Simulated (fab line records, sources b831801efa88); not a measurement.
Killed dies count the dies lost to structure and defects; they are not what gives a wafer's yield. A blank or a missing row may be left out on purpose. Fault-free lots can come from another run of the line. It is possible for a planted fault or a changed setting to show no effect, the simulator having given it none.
A lot that was struck, set against a sound lot + flow sky130 + 15 out of 708 route steps
Sound: these wafers, L125.1, L125.2, L125.3. Struck: wafers L114.1, L114.4, L114.5. The cause is named last.
Each step with rows lists, per side, the tool, then ch with its chambers, then its first start. Under that, the readings that differ: sound wafers + struck wafers + difference of the means + sigmas: that difference in standard deviations of wafers without a fault.
alike: a reading whose means differ by less than 2 such deviations, as well as words and numbers matching on both sides. not compared: withheld readings; readings where some wafer has no value; bounds like >300 that might hide an equal value; numbers whose values overlap and for which the record gives no deviation.
The two part at a step that has a row with sigmas, a row that says differs or no value, or rows on one side only. Numbers that don't overlap but have no deviation are shown without sigmas and don't part them. Lack of a reading on every wafer of one side parts them only where that side has two or more wafers.

first, 5 steps without rows for these wafers: SKY_LDD_N_COAT_02 (resist thk 300 nm); SKY_LDD_N_SOFTBAKE_03 (time 60 s); SKY_LDD_N_EXPOSE_04 (exposes mask NTM, target cd 840 nm); SKY_LDD_N_PEB_05; SKY_LDD_N_DEVELOP_06 (develop time 60 s).
SKY_LDD_N_OVL_MEAS_07:
  sound on overlay-01 at day 25 17:31; struck on overlay-02 at day 21 18:54
  alike: LDD_N_OVL
then, 6 steps without rows for these wafers: SKY_LDD_N_IMPLANT_08; SKY_LDD_N_IMPLANT_09; SKY_LDD_N_IMPLANT_10; SKY_LDD_N_IMPLANT_11; SKY_LDD_N_IMPLANT_12; SKY_LDD_N_IMPLANT_13.
SKY_LDD_N_IMPLANT_14:
  sound on implanter-03 ch 0, day 25 18:27; struck on implanter-03 ch 0, day 21 19:50
| reading                   | sound                | struck               | difference | sigmas      |
|---------------------------|----------------------|----------------------|------------|-------------|
| beam energy keV           | 50.000 50.013 49.996 | 48.094 48.060 48.082 | -1.924     | -99 or more |
| model.implant.rp nm (nm)  | 33.14 33.14 33.14    | 31.13 31.13 31.13    | -2.01      |             |
| model.implant.drp nm (nm) | 18.83 18.83 18.83    | 18.3 18.3 18.3       | -0.5       |             |
then, 2 steps without rows for these wafers: SKY_LDD_N_IMPLANT_15; SKY_PAD_OPEN_PROBE_99.

== WHERE THEY PART ==
SKY_LDD_N_IMPLANT_14 only, going by this record.

WHY: what the simulator had put in
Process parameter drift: implanter-03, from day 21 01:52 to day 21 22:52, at SKY_LDD_N_IMPLANT_14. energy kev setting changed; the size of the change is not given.
